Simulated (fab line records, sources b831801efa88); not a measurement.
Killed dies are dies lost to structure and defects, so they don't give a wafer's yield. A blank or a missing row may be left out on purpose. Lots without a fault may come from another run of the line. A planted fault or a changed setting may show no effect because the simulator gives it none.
fab line records | flow sky130
record lots=12 wafers=36 last_day=50
route steps=708 shown LDD_HVP@280 METAL1@451 VIA1@473 PAD_OPEN@708
lots that met no fault: from a run of the same line without faults
start_h: hours from the record's first day to the start of the lot's first wafer shown | wait_h: hours since the lot's step before | " the same as in the row above | L1.1+2: a row that stands for several wafers | - no value, or no start given | * or withheld: withheld | < > ~ a bound
route shown NAME@n: a module of which the file shows steps, and the number in the route of the first | usual: mean/standard deviation of fault-free wafers | same: alike in all rows | chamber/n: place in a boat | sites: the reading at each site | _std_site: their standard deviation | _edge_site: outer sites' mean less inner sites' | radius_mm: how far each site lies from the wafer's centre | mask NAME#n: copy n | behind: the tool/chamber that last shaped the wafer | hold: why the lot was held/for how many hours/how that ended | device: the transistor (n, p or np) that didn't switch | end of line: the same wafers' tests at the end of the route | a step without rows: its recipe alone | killed: dies lost to structure and defects at the first sort, not the wafer's yield | map: a wafer's dies, x killed, . not, _ none there
set.NAME: the setting as run; set.NAME@STEP: as run at that earlier step | model.NAME: the simulator's own value behind a step, which no gauge read
steps of the route over a sample of lots; a table a step, a row a wafer
services: from which hour (start_h, from the record's first day; less than 0 if before it) a tool's chamber was out of use, for how many hours, and why
## steps
# step SKY_LDD_HVP_COAT_02
# recipe resist=NOVOLAK spin_rpm=3000 resist_thk_nm=300
# usual chill_plate_temp_C=23.00/0.11 dispense_pressure_kPa=50.0/2.3
# columns lot.wafer tool chamber start_h wait_h chill_plate_temp_C dispense_pressure_kPa
L295.1 litho_track-01 0 476.58 0.1 22.89 45.6
L295.5 " 0 " " 22.85 45.6
L295.6 " 0 " " 23.08 45.5
L297.1 litho_track-02 0 494.16 0.1 23.03 50.9
L297.2 " 0 " " 22.96 50.9
L297.4 " 0 " " 23.10 50.9
L298.1 litho_track-02 0 505.26 0.1 22.90 50.9
L298.4 " 0 " " 22.92 50.9
L298.6 " 0 " " 22.83 50.9
L300.2 litho_track-02 0 520.89 0.1 22.92 50.9
L300.3 " 0 " " 22.79 50.9
L300.5 " 0 " " 22.76 50.9
L302.4 litho_track-02 0 541.79 0.1 23.01 50.9
L302.5 " 0 " " 23.22 50.9
L302.6 " 0 " " 23.12 50.9
L303.1 litho_track-02 - 558.16 0.1 - -
L303.4 " - " " - -
L303.5 " - " " - -
L306.2 litho_track-03 - 571.93 0.1 - -
L306.4 " - " " - -
L306.5 " - " " - -
L314.2 litho_track-03 0 646.38 0.1 23.00 51.6
L314.4 " 0 " " 23.00 51.6
L314.6 " 0 " " 22.93 51.5
L315.4 litho_track-02 0 654.59 0.1 22.87 50.9
L315.5 " 0 " " 22.88 51.0
L315.6 " 0 " " 23.00 51.0
L316.3 litho_track-02 0 655.16 0.1 23.12 50.9
L316.5 " 0 " " 23.16 50.9
L316.6 " 0 " " 23.08 51.0
L317.3 litho_track-01 0 663.33 0.1 22.96 45.5
L317.4 " 0 " " 23.00 45.5
L317.5 " 0 " " 23.06 45.5
L318.1 litho_track-02 0 668.11 0.1 23.07 50.9
L318.2 " 0 " " 23.09 50.9
L318.6 " 0 " " 23.18 50.9
# step SKY_LDD_HVP_OVL_MEAS_07
# usual LDD_HVP_OVL=0.0/1.7
# columns lot.wafer tool chamber start_h wait_h LDD_HVP_OVL[nm]
L295.1 overlay-01 - 491.93 0.1 1.0
L295.5 " - " " 0.4
L295.6 " - " " 0.7
L297.1 overlay-02 - 510.55 0.1 -3.1
L297.2 " - " " -2.6
L297.4 " - " " -3.4
L298.1 overlay-01 - 519.95 0.1 2.0
L298.4 " - " " 2.5
L298.6 " - " " -0.1
L300.2 overlay-02 - 536.33 0.1 -2.2
L300.3 " - " " -1.1
L300.5 " - " " -0.9
L302.4 overlay-01 - 555.72 0.1 2.2
L302.5 " - " " 2.6
L302.6 " - " " 0.7
L303.1 overlay-02 - 574.10 0.1 -
L303.4 " - " " -
L303.5 " - " " -
L306.2 overlay-01 - 586.67 0.1 -
L306.4 " - " " -
L306.5 " - " " -
L314.2 overlay-02 - 661.43 0.1 0.8
L314.4 " - " " -0.5
L314.6 " - " " 0.3
L315.4 overlay-02 - 669.03 0.1 0.4
L315.5 " - " " 1.3
L315.6 " - " " 0.6
L316.3 overlay-02 - 669.63 0.1 -2.3
L316.5 " - " " -1.7
L316.6 " - " " -0.6
L317.3 overlay-01 - 677.08 0.1 2.9
L317.4 " - " " 0.6
L317.5 " - " " 0.9
L318.1 overlay-01 - 681.88 0.1 -1.5
L318.2 " - " " -2.6
L318.6 " - " " 0.6
# step SKY_METAL1_DESCUM_17
# recipe chemistry=O2 source_power_w=150 bias_power_w=0 pressure_mtorr=10 temp_c=40 time_s=8
# usual drypump_motor_current_A=5.7/0.36 oes_product_au=1.005/0.0094
# columns lot.wafer tool chamber start_h wait_h drypump_motor_current_A oes_product_au rf_hours_counter_h
L295.1 rie_metal-02 1 758.42 0.0 5.9 1.001 4
L295.5 " 0 " " 5.7 1.003 -
L295.6 " 1 " " 5.9 1.000 -
L297.1 rie_metal-02 1 775.16 0.0 5.9 1.004 4
L297.2 " 0 " " 5.7 0.999 12
L297.4 " 1 " " 5.9 0.998 -
L298.1 rie_metal-02 0 785.77 0.0 5.7 0.999 13
L298.4 " 1 " " 5.9 1.009 -
L298.6 " 0 " " 5.6 1.007 -
L300.2 rie_metal-01 0 796.47 0.0 5.6 1.015 10
L300.3 " 1 " " 5.0 0.996 -
L300.5 " 1 " " 5.0 0.991 -
L302.4 rie_metal-01 1 817.25 0.0 5.1 0.987 -
L302.5 " 0 " " 5.6 1.019 -
L302.6 " 1 " " 5.1 0.994 -
L303.1 rie_metal-04 1 831.76 0.0 6.4 1.011 6
L303.4 " 1 " " 6.4 1.004 -
L303.5 " 0 " " 5.7 1.016 -
L306.2 rie_metal-02 0 842.96 0.0 5.7 1.000 15
L306.4 " 1 " " 5.9 1.011 -
L306.5 " 1 " " 5.9 1.004 -
L314.2 rie_metal-02 1 910.24 0.0 5.9 0.988 10
L314.4 " 0 " " 5.7 0.997 -
L314.6 " 0 " " 5.7 0.993 -
L315.4 rie_metal-02 1 917.36 0.0 5.9 1.004 -
L315.5 " 0 " " 5.7 1.003 -
L315.6 " 1 " " 5.9 1.008 -
L316.3 rie_metal-02 0 919.13 0.0 5.7 0.997 -
L316.5 " 0 " " 5.7 0.996 -
L316.6 " 1 " " 5.9 1.003 -
L317.3 rie_metal-01 1 925.18 0.0 5.0 0.986 -
L317.4 " 0 " " 5.6 1.012 -
L317.5 " 1 " " 5.1 0.988 -
L318.1 rie_metal-01 0 927.06 0.0 5.6 0.997 16
L318.2 " 1 " " 5.0 0.998 1
L318.6 " 0 " " 5.6 1.024 -
# step SKY_METAL1_ETCH_18
# recipe chemistry=N2/H2 target=BARC ion_energy_ev=200 bias_w=100 pressure_mtorr=30 n2_flow_sccm=100 h2_flow_sccm=200 icp_w=500 stop_on=SiO2 time_s=45.9 target_depth_a=600
# usual drypump_motor_current_A=5.7/0.36 oes_product_au=0.855/0.0044 throttle_valve_pct=13.225/0.0091
# columns lot.wafer tool chamber start_h wait_h drypump_motor_current_A oes_product_au rf_hours_counter_h throttle_valve_pct
L295.1 rie_metal-02 1 758.45 0.0 5.8 0.858 4 13.229
L295.5 " 0 " " 5.7 0.854 - 13.241
L295.6 " 1 " " 5.8 0.849 - 13.235
L297.1 rie_metal-02 1 775.19 0.0 5.9 0.850 4 13.213
L297.2 " 0 " " 5.7 0.857 13 13.224
L297.4 " 1 " " 5.9 0.856 - 13.214
L298.1 rie_metal-02 0 785.80 0.0 5.7 0.857 13 13.224
L298.4 " 1 " " 5.9 0.861 - 13.230
L298.6 " 0 " " 5.7 0.852 - 13.227
L300.2 rie_metal-01 0 796.50 0.0 5.6 0.866 10 13.214
L300.3 " 1 " " 5.1 0.857 - 13.235
L300.5 " 1 " " 5.0 0.855 - 13.225
L302.4 rie_metal-01 1 817.30 0.0 5.0 0.853 - 13.211
L302.5 " 0 " " 5.6 0.852 - 13.238
L302.6 " 1 " " 5.1 0.853 - 13.222
L303.1 rie_metal-04 1 831.79 0.0 6.3 0.862 6 13.239
L303.4 " 1 " " 6.4 0.859 - 13.232
L303.5 " 0 " " 5.7 0.861 - 13.232
L306.2 rie_metal-02 0 842.99 0.0 5.7 0.863 15 13.209
L306.4 " 1 " " 5.9 0.853 - 13.217
L306.5 " 1 " " 5.9 0.852 - 13.220
L314.2 rie_metal-02 1 910.28 0.0 5.9 0.861 10 13.207
L314.4 " 0 " " 5.7 0.849 - 13.232
L314.6 " 0 " " 5.7 0.849 - 13.226
L315.4 rie_metal-02 1 917.40 0.0 5.9 0.850 - 13.229
L315.5 " 0 " " 5.7 0.850 - 13.228
L315.6 " 1 " " 5.9 0.855 - 13.216
L316.3 rie_metal-02 0 919.17 0.0 5.7 0.857 - 13.225
L316.5 " 0 " " 5.7 0.869 - 13.249
L316.6 " 1 " " 5.9 0.858 - 13.229
L317.3 rie_metal-01 1 925.22 0.0 5.0 0.857 - 13.217
L317.4 " 0 " " 5.6 0.854 - 13.225
L317.5 " 1 " " 5.1 0.856 - 13.232
L318.1 rie_metal-01 0 927.09 0.0 5.6 0.852 16 13.230
L318.2 " 1 " " 5.1 0.863 1 13.207
L318.6 " 0 " " 5.6 0.858 - 13.233
# step SKY_VIA1_ETCH_15
# recipe target=SiO2 chemistry=C4F8/O2/Ar target_depth_nm=351 stop_on=TiN mask_material=KrF-thick source_w=1500 bias_w=1200 pressure_mtorr=40 c4f8_flow_sccm=withheld O2_flow_sccm=6 Ar_flow_sccm=300 time_s=54
# usual oes_product_au=0.981/0.0054
# columns lot.wafer tool chamber start_h wait_h oes_product_au rf_hours_counter_h
L295.1 rie_diel-02 3 786.69 0.0 0.981 23
L295.5 " 2 " " 0.984 -
L295.6 " 3 " " 0.978 -
L297.1 rie_diel-03 1 802.99 0.0 0.980 13
L297.2 " 0 " " 0.993 9
L297.4 " 1 " " 0.982 -
L298.1 rie_diel-04 0 813.75 0.0 0.973 16
L298.4 " 2 " " 0.988 7
L298.6 " 3 " " 0.977 -
L300.2 rie_diel-02 3 824.40 0.0 0.976 24
L300.3 " 0 " " 0.978 0
L300.5 " 0 " " 0.985 -
L302.4 rie_diel-02 2 844.99 0.0 0.989 18
L302.5 " 2 " " 0.975 -
L302.6 " 1 " " 0.979 -
L303.1 rie_diel-02 0 859.14 0.0 0.985 1
L303.4 " 3 " " 0.985 25
L303.5 " 1 " " 0.981 -
L306.2 rie_diel-03 0 870.94 0.0 0.989 10
L306.4 " 3 " " 0.978 5
L306.5 " 3 " " 0.992 -
L314.2 rie_diel-02 0 937.00 0.0 0.985 5
L314.4 " 2 " " 0.986 20
L314.6 " 2 " " 0.987 -
L315.4 rie_diel-02 2 943.11 0.0 0.979 21
L315.5 " 2 " " 0.979 -
L315.6 " 1 " " 0.976 -
L316.3 rie_diel-04 0 944.75 0.0 0.981 20
L316.5 " 3 " " 0.979 -
L316.6 " 2 " " 0.980 -
L317.3 rie_diel-03 3 951.39 0.0 0.987 7
L317.4 " 1 " " 0.981 -
L317.5 " 3 " " 0.975 -
L318.1 rie_diel-02 0 952.54 0.0 0.990 5
L318.2 " 3 " " 0.983 2
L318.6 " 3 " " 0.979 -
# step SKY_PAD_OPEN_PROBE_99
# usual killed_at_M0_to_M3=43/6.8 killed_at_M4_up=3.2/1.8 killed_at_contacts=24/5.2 killed_at_front_end=15/4.2 killed_at_other=0.4/0.62 killed_dies=85/8.7 killed_on_rim=17/3.7 killed_open=46/6.7 killed_short=39/5.9
# same gross_dies=492 killed_at_back_side=0
# columns lot.wafer tool chamber start_h wait_h killed_at_M0_to_M3 killed_at_M4_up killed_at_contacts killed_at_front_end killed_at_other killed_dies killed_on_rim killed_open killed_short
L303.1 prober-02 - 1125.35 0.1 38 0 22 432 0 492 96 35 37
L303.4 prober-02 - 1125.50 0.2 45 3 23 421 0 492 96 42 39
L303.5 prober-02 - 1125.55 0.2 41 4 18 427 2 492 96 35 36
L306.2 prober-01 - 1136.61 0.1 39 1 23 429 0 492 96 47 35
L306.4 prober-01 - 1136.71 0.2 40 2 20 430 0 492 96 40 36
L306.5 prober-01 - 1136.76 0.2 45 4 39 404 0 492 96 59 42
# killed by level:class
L303.1 LDD_HVP:area_expose=420 CONTACT:geometric_particle:open=10 VIA1:geometric_particle:open=7 LOCAL_INTERCONNECT:geometric_particle:short=6 METAL2:geometric_particle:short=5 VIA3:geometric_particle:open=5 FIELD_ISO:geometric_particle:short=4 CONTACT:geometric_particle:short=4
L303.4 LDD_HVP:area_expose=411 CONTACT:geometric_particle:open=10 VIA3:geometric_particle:open=7 METAL2:geometric_particle:short=7 VIA2:geometric_particle:open=7 VIA1:geometric_particle:open=6 VIA1:geometric_particle:short=5 LI_CONTACT:geometric_particle:open=4
L303.5 LDD_HVP:area_expose=421 VIA1:geometric_particle:open=12 LI_CONTACT:geometric_particle:open=5 CONTACT:geometric_particle:open=5 METAL1:geometric_particle:short=5 LOCAL_INTERCONNECT:geometric_particle:short=4 VIA1:geometric_particle:short=4 VIA2:geometric_particle:short=4
L306.2 LDD_HVP:area_expose=409 CONTACT:geometric_particle:open=9 VIA1:geometric_particle:open=9 VIA3:geometric_particle:open=8 VIA2:geometric_particle:open=6 FIELD_ISO:geometric_particle:open=5 CONTACT:geometric_particle:short=5 FIELD_ISO:geometric_particle:short=4
L306.4 LDD_HVP:area_expose=413 VIA1:geometric_particle:open=9 VIA3:geometric_particle:open=9 CONTACT:geometric_particle:open=8 POLY_GATE:geometric_particle:short=5 METAL2:geometric_particle:short=5 LOCAL_INTERCONNECT:geometric_particle:short=5 VIA2:geometric_particle:open=4
L306.5 LDD_HVP:area_expose=390 LI_CONTACT:geometric_particle:open=13 VIA1:geometric_particle:open=13 CONTACT:geometric_particle:open=8 CONTACT:geometric_particle:short=7 LI_CONTACT:geometric_particle:short=6 METAL3:geometric_particle:short=6 VIA1:geometric_particle:short=6
## services
# columns tool chamber start_h hours kind
rie_diel-02 2 452.76 2.2 repair
rie_metal-02 1 459.19 2.5 repair
rie_diel-03 0 506.26 2.7 repair
rie_metal-02 - 518.07 1.4 pm
rie_diel-03 - 533.40 0.4 repair
rie_diel-03 3 533.64 10.6 repair
rie_diel-02 3 570.61 2.5 repair
rie_diel-03 3 577.44 7.4 repair
rie_diel-03 2 599.85 1.9 repair
rie_diel-02 1 606.48 15.5 repair
rie_metal-01 1 646.87 2.8 repair
rie_diel-02 3 652.25 31.3 repair
rie_diel-03 - 661.51 2.8 pm
rie_diel-03 - 670.20 2.0 repair
rie_diel-03 - 670.23 0.6 repair
rie_diel-02 - 670.35 0.5 repair
rie_diel-02 - 673.76 2.2 repair
rie_diel-02 0 688.76 24.9 repair
rie_diel-03 0 689.35 6.7 repair
rie_diel-02 1 835.82 3.7 repair
rie_diel-02 0 863.02 5.0 repair
rie_diel-02 2 899.14 16.7 repair
rie_diel-02 2 918.94 8.7 repair
rie_metal-02 - 921.31 1.2 repair
## key
first_sign step=SKY_LDD_HVP_COAT_02 reading=tool_record direction=missing
effect step=SKY_LDD_HVP_OVL_MEAS_07 reading=LDD_HVP_OVL direction=missing
effect step=SKY_PAD_OPEN_PROBE_99 reading=killed_at_front_end direction=up sigmas=97 usual=15 struck=424
more_kills_born_at SKY_LDD_HVP_EXPOSE_04@iline_stepper-02=1253 SKY_LDD_HVP_EXPOSE_04@iline_stepper-01=1212
met_at SKY_LDD_HVP_COAT_02
struck_lots L303,L306
tester_left_out L303,L306
not_acting_at SKY_METAL1_DESCUM_17,SKY_METAL1_ETCH_18,SKY_VIA1_ETCH_15
onset_between 541.79 558.16
fault kind=skipped_step_whole tool=litho_track-02,litho_track-03 chamber=- onset_h=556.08 steps=SKY_LDD_HVP_COAT_02 scope=struck_lots_only
# tester_left_out: of these lots the tester's yield and bins aren't shown, on N5 and GAA mostly nor the transistor test; their killed dies are dies lost to structure and defects alone, not to doping, threshold or leakage, so they don't give the yield
